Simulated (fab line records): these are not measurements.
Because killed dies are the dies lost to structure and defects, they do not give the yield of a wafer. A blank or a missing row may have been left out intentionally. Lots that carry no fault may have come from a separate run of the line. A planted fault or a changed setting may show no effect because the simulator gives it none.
Code-filled problem report in 8D (eight disciplines) form / flow gf180mcu / the parts of the form that need people (team, actions taken, sign-off) are left out

== 1. THE ISSUE ==
heater-power-total-W at GF_LVPWELL_DEHYDRATE_00 reads a mean of 161.71 W on 6 wafers of 2 lots; wafers without a fault read 160.37 W with a standard deviation of 0.11. That is +12 standard deviations from the usual mean.
The step: time 60 s.
First seen on wafer L377.3, day 7 14:17, on litho-track-02. Wafers with a number at this step in the record: 42, from 14 lots. Rule for "out", or "out of limits": more than 4 standard deviations from the usual mean. All remaining wafers that have a number are taken as sound.

== 2. WHAT IT IS AND WHAT IT IS NOT ==
question=which readings at this step | is=heater-power-total-W, run-length-s | is not=-
question=which lots | is=L377, L381 | is not=L360, L361, L362, L363, L364, L366, L367, L369, L371, L372, L374, L382
question=which wafers of those lots | is=all that have a number | is not=-
question=read on which tools | is=litho-track-02 | is not=litho-track-01, litho-track-04
question=when | is=from day 7 14:17 | is not=up to then (33 sound wafers); but 3 sound wafers of L382 came after

== 3. SUSPECTS, AND WHAT RULES EACH OUT ==
Counting: any tool at a process step up to the reading is kept as a suspect provided that every lot that is out went through it and no sound lot did after the first of them.
- litho-track-02 at GF_LVPWELL_DEHYDRATE_00 (time 60 s): kept. It ran every lot that is out, first L377 (day 7 14:17), and no sound lot after that; its last sound lot up to then is L372 (day 6 07:35). Out on those wafers are its own readings of heater-power-total-W, run-length-s.
Left after counting: litho-track-02 at GF_LVPWELL_DEHYDRATE_00.

== 4. THE CAUSE (what the simulator had put in) ==
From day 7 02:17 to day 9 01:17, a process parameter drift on litho-track-02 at GF_LVPWELL_DEHYDRATE_00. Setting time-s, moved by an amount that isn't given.
After counting, this tool was the only one left.

== 5. SEQUENCE OF EFFECTS, ordered by route ==
Each row: a reading where the mean over the struck wafers with a number is more than 3 standard deviations away from the usual. Only readings for which the record gives a usual standard deviation are gone through. hours: the time from each lot's start at the first step in this table that gives one to its start at this step, as a median over the lots. sigmas: the change in usual standard deviations.
hours=0; step=GF_LVPWELL_DEHYDRATE_00; reading=heater-power-total-W; usual=160.37 W; on struck wafers=161.71; change=+1.34; sigmas=+12
hours=0; step=GF_LVPWELL_DEHYDRATE_00; reading=run-length-s; usual=89.23 s; on struck wafers=87.44; change=-1.79; sigmas=-8.9
Here are the process steps it includes:
- GF_LVPWELL_DEHYDRATE_00: time 60 s.
Later steps that measure or inspect, where all struck wafers having a row at the step show a number for every such reading and not one has moved that far: GF_POLY_GATE_THK_MEAS_01.

== 6. HOW IT WOULD HAVE BEEN CAUGHT EARLIER ==
The fault began at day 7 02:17; the first out-of-limits reading in this record came at day 7 14:17, 12 hours later.
